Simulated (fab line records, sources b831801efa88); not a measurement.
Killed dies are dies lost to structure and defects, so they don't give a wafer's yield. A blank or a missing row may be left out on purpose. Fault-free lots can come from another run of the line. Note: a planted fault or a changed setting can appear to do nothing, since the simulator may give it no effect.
The tool behind it: which one? | flow sfq_line | 15 lots with 43 wafers sampled at 6 steps, on a route of 325 steps

## WHAT THE GAUGES SHOWED, per wafer
SFQ_I1_OVL_MEAS_913. Usual: for I1_OVL the level is -3 nm and the standard deviation is 5.3.
lot  | measured     | on         | I1_OVL (nm) | flag
L327 | day 17 18:44 | overlay-02 | 5 6 2       |
L328 | day 17 19:56 | overlay-02 | -1 -3 -3    |
L329 | day 18 03:08 | overlay-02 | -1 2 1      |
L330 | day 18 07:57 | overlay-01 | 6 6 5       |
L332 | day 19 02:42 | overlay-01 | -8 -9 -1    |
L333 | day 19 11:05 | overlay-02 | 2 -4 2      |
L334 | day 19 18:17 | overlay-02 | -1 0 -9     |
L335 | day 19 20:41 | overlay-01 | 11 3 12     |
L341 | day 22 11:34 | overlay-01 | -12 -14     |
L342 | day 23 15:36 | overlay-01 | 2 -4 3      |
L344 | day 24 07:13 | overlay-01 | 4 -1        |
L345 | day 24 14:24 | overlay-01 | -1 -1 4     |
L347 | day 25 06:47 | overlay-02 | -3 -6 -6    |
L348 | day 25 20:45 | overlay-01 | 1 -7 -8     |
L349 | day 26 05:10 | overlay-01 | -8 3 -5     |

## TOOL THAT RAN EACH LOT (tool first, then ch and the chambers of the sampled wafers, then the start)
lot  | SFQ_TRILAYER_M0_STRIP_STRIP_025   | SFQ_TRILAYER_I0_CMP_CMP_028   | SFQ_TRILAYER_I0_METRO_MEASURE_029 | SFQ_TRILAYER_I0_VIA_ETCH_VIA_ETCH_034 | SFQ_TRILAYER_M1_DEP_SPUTTER_037
L327 | rie_metal-02 ch 0,1, day 6 10:20  | cmp-02 ch 0,3, day 6 16:29    | film_metro-04, day 6 19:19        | rie_diel-03 ch 0,3, day 9 23:43       | pvd_sputter-04, day 10 00:38
L328 | rie_metal-03 ch 1, day 6 11:55    | cmp-01 ch 1,2, day 6 18:36    | film_metro-03, day 6 21:25        | rie_diel-02 ch 1,2,3, day 10 00:55    | pvd_sputter-05, day 10 02:26
L329 | rie_metal-04 ch 0,1, day 6 15:08  | cmp-02 ch 0,1,3, day 6 21:59  | film_metro-02, day 7 01:07        | rie_diel-03 ch 1,3, day 10 04:31      | pvd_sputter-04, day 10 06:02
L330 | rie_metal-04 ch 0,1, day 6 20:08  | cmp-02 ch 0,1,2, day 7 04:29  | film_metro-02, day 7 07:31        | rie_diel-01 ch 2,3, day 10 08:07      | pvd_sputter-04, day 10 09:02
L332 | rie_metal-03 ch 0,1, day 7 00:56  | cmp-01 ch 0,1, day 7 11:10    | film_metro-04, day 7 14:53        | rie_diel-03 ch 1,2, day 10 18:10      | pvd_sputter-05, day 10 19:05
L333 | rie_metal-03 ch 0,1, day 7 04:20  | cmp-01 ch 0,2,3, day 7 17:10  | film_metro-04, day 7 20:17        | rie_diel-02 ch 1,2,3, day 11 01:22    | pvd_sputter-05, day 11 02:17
L334 | rie_metal-04 ch 1, day 7 07:56    | cmp-02 ch 1,2,3, day 7 23:28  | film_metro-04, day 8 01:47        | rie_diel-01 ch 1,2, day 11 06:10      | pvd_sputter-05, day 11 07:05
L335 | rie_metal-02 ch 0,1, day 7 12:44  | cmp-01 ch 0,1,3, day 8 03:10  | film_metro-02, day 8 05:29        | rie_diel-01 ch 0,1, day 11 09:46      | pvd_sputter-04, day 11 10:41
L341 | rie_metal-02 ch 1, day 9 02:06    | cmp-01 ch 1, day 9 17:10      | film_metro-03, day 9 20:41        | rie_diel-02 ch 2,3, day 13 00:55      | pvd_sputter-04, day 13 02:00
L342 | rie_metal-03 ch 0,1, day 9 16:38  | cmp-02 ch 0,3, day 10 03:19   | film_metro-03, day 10 06:26       | rie_diel-01 ch 0,3, day 13 16:37      | pvd_sputter-03, day 13 18:08
L344 | rie_metal-02 ch 0, day 10 01:14   | cmp-01 ch 0,1, day 10 11:10   | film_metro-02, day 10 14:53       | rie_diel-02 ch 0,2, day 14 04:31      | pvd_sputter-05, day 14 05:26
L345 | rie_metal-03 ch 0,1, day 10 05:50 | cmp-01 ch 0,2,3, day 10 15:10 | film_metro-04, day 10 17:17       | rie_diel-01 ch 1,3, day 14 08:07      | pvd_sputter-05, day 14 09:02
L347 | rie_metal-02 ch 0, day 10 10:38   | cmp-02 ch 1,2,3, day 10 22:19 | film_metro-02, day 11 01:26       | rie_diel-02 ch 0,3, day 14 16:31      | pvd_sputter-04, day 14 17:26
L348 | rie_metal-02 ch 0,1, day 10 21:26 | cmp-02 ch 1,2,3, day 11 07:19 | film_metro-04, day 11 10:38       | rie_diel-01 ch 0,2, day 15 02:07      | pvd_sputter-04, day 15 03:12
L349 | rie_metal-03 ch 0,1, day 11 04:50 | cmp-02 ch 0,2, day 11 13:49   | film_metro-04, day 11 16:50       | rie_diel-01 ch 1,3, day 15 10:37      | pvd_sputter-04, day 15 11:32
- SFQ_TRILAYER_M0_STRIP_STRIP_025: strips in O2.
- SFQ_TRILAYER_I0_CMP_CMP_028: polishes SiO2.
- SFQ_TRILAYER_I0_METRO_MEASURE_029
- SFQ_TRILAYER_I0_VIA_ETCH_VIA_ETCH_034: etches SiO2 in CHF3, stops on Nb, target depth 260 nm.
- SFQ_TRILAYER_M1_DEP_SPUTTER_037: material Nb, target thk 200 nm, time 133.3 s.

## AS READ BY THE TOOLS THEMSELVES (means over the sampled wafers that have a number; for cases with no such wafer, the mark the record gives instead)
SFQ_TRILAYER_M0_STRIP_STRIP_025. Usual: drypump_motor_current_A 5.90 A, standard deviation 0.28; oes_product_au 0.996 a.u., standard deviation 0.0082.
lot  | tool         | drypump_motor_current_A (A) | oes_product_au (a.u.) | flag
L327 | rie_metal-02 | 5.74                        | 0.994                 |
L328 | rie_metal-03 | 5.75                        | 0.992                 |
L329 | rie_metal-04 | 5.92                        | 0.999                 |
L330 | rie_metal-04 | 6.03                        | 0.997                 |
L332 | rie_metal-03 | 5.81                        | 0.993                 |
L333 | rie_metal-03 | 5.81                        | 0.994                 |
L334 | rie_metal-04 | 6.17                        | 0.992                 |
L335 | rie_metal-02 | 6.02                        | 0.991                 |
L341 | rie_metal-02 | 6.29                        | 1.010                 |
L342 | rie_metal-03 | 5.79                        | 0.997                 |
L344 | rie_metal-02 | 5.47                        | 0.988                 |
L345 | rie_metal-03 | 5.87                        | 1.003                 |
L347 | rie_metal-02 | 5.46                        | 0.983                 |
L348 | rie_metal-02 | 6.01                        | 0.997                 |
L349 | rie_metal-03 | 5.86                        | 0.995                 |

SFQ_TRILAYER_I0_CMP_CMP_028. Usual: motor_current_A 10.1 A, standard deviation 1; time_to_endpoint_s 216 s, standard deviation 7.3.
lot  | tool   | motor_current_A (A) | time_to_endpoint_s (s) | flag
L327 | cmp-02 | 10.9                | 216                    |
L328 | cmp-01 | 10.3                | 217                    |
L329 | cmp-02 | 10.4                | 218                    |
L330 | cmp-02 | 9.6                 | 216                    |
L332 | cmp-01 | 10.2                | 223                    |
L333 | cmp-01 | 10.1                | 215                    |
L334 | cmp-02 | 9.6                 | 200                    |
L335 | cmp-01 | 10.3                | 223                    |
L341 | cmp-01 | 11.5                | 206                    |
L342 | cmp-02 | 10.6                | 202                    |
L344 | cmp-01 | 10.4                | 220                    |
L345 | cmp-01 | 9.9                 | 212                    |
L347 | cmp-02 | 9.6                 | 210                    |
L348 | cmp-02 | 9.7                 | 210                    |
L349 | cmp-02 | 9.8                 | 215                    |

SFQ_TRILAYER_I0_METRO_MEASURE_029. Usual: thk_nm 200.0 nm, standard deviation 0.99.
lot  | tool          | thk_nm (nm) | flag
L327 | film_metro-04 | 200.4       |
L328 | film_metro-03 | 199.4       |
L329 | film_metro-02 | 200.1       |
L330 | film_metro-02 | 200.2       |
L332 | film_metro-04 | 201.0       |
L333 | film_metro-04 | 200.1       |
L334 | film_metro-04 | 199.1       |
L335 | film_metro-02 | 199.9       |
L341 | film_metro-03 | 215.3       | OFF
L342 | film_metro-03 | 199.5       |
L344 | film_metro-02 | 208.8       | OFF
L345 | film_metro-04 | 205.1       | OFF
L347 | film_metro-02 | 199.6       |
L348 | film_metro-04 | 199.2       |
L349 | film_metro-04 | 200.7       |

SFQ_TRILAYER_I0_VIA_ETCH_VIA_ETCH_034. Usual: drypump_motor_current_A 5.9 A, standard deviation 0.43; oes_product_au 0.855 a.u., standard deviation 0.0051.
lot  | tool        | drypump_motor_current_A (A) | oes_product_au (a.u.) | flag
L327 | rie_diel-03 | 5.4                         | 0.857                 |
L328 | rie_diel-02 | 5.8                         | 0.854                 |
L329 | rie_diel-03 | 6.2                         | 0.852                 |
L330 | rie_diel-01 | 6.2                         | 0.856                 |
L332 | rie_diel-03 | 6.1                         | 0.856                 |
L333 | rie_diel-02 | 5.8                         | 0.859                 |
L334 | rie_diel-01 | 5.7                         | 0.852                 |
L335 | rie_diel-01 | 5.5                         | 0.855                 |
L341 | rie_diel-02 | 5.8                         | 0.893                 | OFF
L342 | rie_diel-01 | 6.0                         | 0.854                 |
L344 | rie_diel-02 | 5.8                         | 0.873                 | OFF
L345 | rie_diel-01 | 6.2                         | 0.863                 |
L347 | rie_diel-02 | 5.6                         | 0.852                 |
L348 | rie_diel-01 | 5.7                         | 0.854                 |
L349 | rie_diel-01 | 6.3                         | 0.859                 |

SFQ_TRILAYER_M1_DEP_SPUTTER_037. Usual: throttle_valve_pct 30.4 %, standard deviation 1.
lot  | tool           | throttle_valve_pct (%) | flag
L327 | pvd_sputter-04 | 29.9                   |
L328 | pvd_sputter-05 | 30.1                   |
L329 | pvd_sputter-04 | 30.5                   |
L330 | pvd_sputter-04 | 31.0                   |
L332 | pvd_sputter-05 | 30.4                   |
L333 | pvd_sputter-05 | 30.7                   |
L334 | pvd_sputter-05 | 30.0                   |
L335 | pvd_sputter-04 | 31.2                   |
L341 | pvd_sputter-04 | 30.1                   |
L342 | pvd_sputter-03 | 29.5                   |
L344 | pvd_sputter-05 | 30.6                   |
L345 | pvd_sputter-05 | 30.1                   |
L347 | pvd_sputter-04 | 30.3                   |
L348 | pvd_sputter-04 | 31.1                   |
L349 | pvd_sputter-04 | 31.2                   |

## THE ANSWER, worked out from the rows above alone
Rule: a lot counts as off when the mean over its wafers that have a number is more than 3 standard deviations away from the usual mean. Also off: a lot with no number at a reading for which 4 or more lots have one. Where the step has rows for the other lots, those lots are counted as sound. After the gauges, taken in route order, come the tools' own readings; for these a lot's mean is taken, as printed above. At the first step where some lot is off, the reading lying furthest off is the one used; lots without a number count as furthest.
Off, at SFQ_TRILAYER_I0_METRO_MEASURE_029 on thk_nm: L341, L344, L345.
If a tool, at that step or one of the process steps before it, ran each lot that is off and ran no sound lot following the first of them, it fits. One fits: cmp-01 at SFQ_TRILAYER_I0_CMP_CMP_028. A fault onset in the window from L335 (day 8 03:10, its last sound lot) to L341 (day 9 17:10, its first lot off) fits.

## WHAT THE SIMULATOR HAD INSERTED
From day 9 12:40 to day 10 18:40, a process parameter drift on cmp-01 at SFQ_TRILAYER_I0_CMP_CMP_028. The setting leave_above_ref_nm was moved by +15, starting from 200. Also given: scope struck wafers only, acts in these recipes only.
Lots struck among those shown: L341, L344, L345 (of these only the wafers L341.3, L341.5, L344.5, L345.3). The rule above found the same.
